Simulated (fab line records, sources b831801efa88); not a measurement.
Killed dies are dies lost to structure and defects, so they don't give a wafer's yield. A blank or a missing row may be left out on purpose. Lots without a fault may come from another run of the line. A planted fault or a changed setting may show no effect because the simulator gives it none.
A struck lot beside a sound one | flow gf180mcu | 23 steps out of a route of 602
Sound: wafers L699.2, L699.4, L699.5. Struck: wafers L702.1, L702.4, L702.6. The cause comes at the end.
At each step with rows: each side's tool, then ch and its chambers, then its first start. Under that, the readings that differ: sound wafers | struck wafers | difference of the means | sigmas: that difference in standard deviations of wafers without a fault.
alike: readings whose means differ by less than 2 such deviations, and words and numbers that are the same on both sides. not compared: withheld readings, readings that some wafer has no value for, bounds like >300 that may hide the same value, and numbers for which the record gives no deviation and whose values overlap.
The two part at a step that has a row with sigmas, a row that says differs or no value, or rows on one side only. Numbers that don't overlap but have no deviation are shown without sigmas and don't part them. A reading that every wafer of one side lacks parts them only if that side has two wafers or more.

first, 5 steps without rows for these wafers: GF_HV_LDD_COAT_02 (resist thk 1000 nm); GF_HV_LDD_SOFTBAKE_03 (time 60 s); GF_HV_LDD_EXPOSE_04 (exposes mask Nplus LV AREA, target cd 400 nm); GF_HV_LDD_PEB_05; GF_HV_LDD_DEVELOP_06 (develop time 60 s).
GF_HV_LDD_CD_MEAS_07: target cd 400 nm.
  sound on cd_sem-01, day 14 14:56; struck on cd_sem-01, day 15 15:43
  alike: cd_nm
GF_HV_LDD_OVL_MEAS_08:
  sound on overlay-02, day 14 15:02; struck on overlay-01, day 15 15:50
  alike: HV_LDD_OVL
then, 1 step without rows for these wafers: GF_HV_LDD_IMPLANT_09.
GF_HV_LDD_STRIP_10: strips in O2/N2.
  sound on plasma_asher-04 ch 0,1, day 14 15:13; struck on plasma_asher-04 ch 1, day 15 16:02
  alike: drypump_motor_current_A, heater_power_w, oes_product_au, strip_time_to_endpoint_s
  not compared: rf_hours_counter_h
GF_HV_LDD_TW_MEAS_11:
  sound on film_metro-03, day 14 15:20; struck on film_metro-03, day 15 16:07
  alike: HV_LDD_TW
then, 2 steps without rows for these wafers: GF_HV_LDD_DEHYDRATE_12 (time 60 s); GF_HV_LDD_HMDS_13 (prime time 60 s).
GF_HV_LDD_COAT_14: resist thk 1000 nm.
  sound on litho_track-02 ch 0, day 15 01:35; struck on litho_track-03 ch 0, day 16 03:10
  reading                                     | sound          | struck            | difference | sigmas
  model.NOVOLAK_of_HV_LDD_COAT_14.thk_nm (nm) | 1000 1001 1004 | 910.8 911.2 912.2 | -90.3      |
  alike: dispense_pressure_kPa
then, 3 steps without rows for these wafers: GF_HV_LDD_SOFTBAKE_15 (time 60 s); GF_HV_LDD_EXPOSE_16 (exposes mask Pplus LV AREA, target cd 400 nm); GF_HV_LDD_PEB_17.
GF_HV_LDD_DEVELOP_18: develop time 60 s.
  sound on litho_track-03 ch 0, day 15 13:32; struck on litho_track-02 ch 0, day 16 15:10
  reading                                     | sound          | struck            | difference | sigmas
  model.NOVOLAK_of_HV_LDD_COAT_14.thk_nm (nm) | 1000 1001 1004 | 910.4 910.8 911.8 | -90.7      |
GF_HV_LDD_CD_MEAS_19: target cd 400 nm.
  sound on cd_sem-01, day 15 13:41; struck on cd_sem-01, day 16 15:19
  reading    | sound             | struck            | difference | sigmas
  cd_nm (nm) | 402.4 401.6 401.8 | 409.0 409.8 409.9 | +7.6       | +3
GF_HV_LDD_OVL_MEAS_20:
  sound on overlay-01, day 15 13:47; struck on overlay-02, day 16 15:26
  alike: HV_LDD_01_OVL
then, 1 step without rows for these wafers: GF_HV_LDD_IMPLANT_21.
GF_HV_LDD_STRIP_22: strips in O2/N2.
  sound on plasma_asher-03 ch 0,1, day 15 13:58; struck on plasma_asher-04 ch 0,1, day 16 15:37
  reading                      | sound             | struck            | difference | sigmas
  strip_time_to_endpoint_s (s) | 12.63 12.65 12.69 | 11.58 11.60 11.60 | -1.06      | -28
  alike: drypump_motor_current_A, heater_power_w, oes_product_au
  not compared: rf_hours_counter_h
GF_HV_LDD_TW_MEAS_23:
  sound on film_metro-03, day 15 14:05; struck on film_metro-02, day 16 15:43
  reading     | sound          | struck         | difference | sigmas
  HV_LDD_2_TW | 1056 1065 1063 | 1031 1031 1022 | -33        | -3
GF_PASSIVATION_PROBE_99:
  the record has rows for the sound wafers here (prober-02, day 34 06:26) and none for the struck ones

WHERE THEY PART
First at GF_HV_LDD_CD_MEAS_19; last, within this record, at GF_PASSIVATION_PROBE_99.

WHY: what the simulator had put in
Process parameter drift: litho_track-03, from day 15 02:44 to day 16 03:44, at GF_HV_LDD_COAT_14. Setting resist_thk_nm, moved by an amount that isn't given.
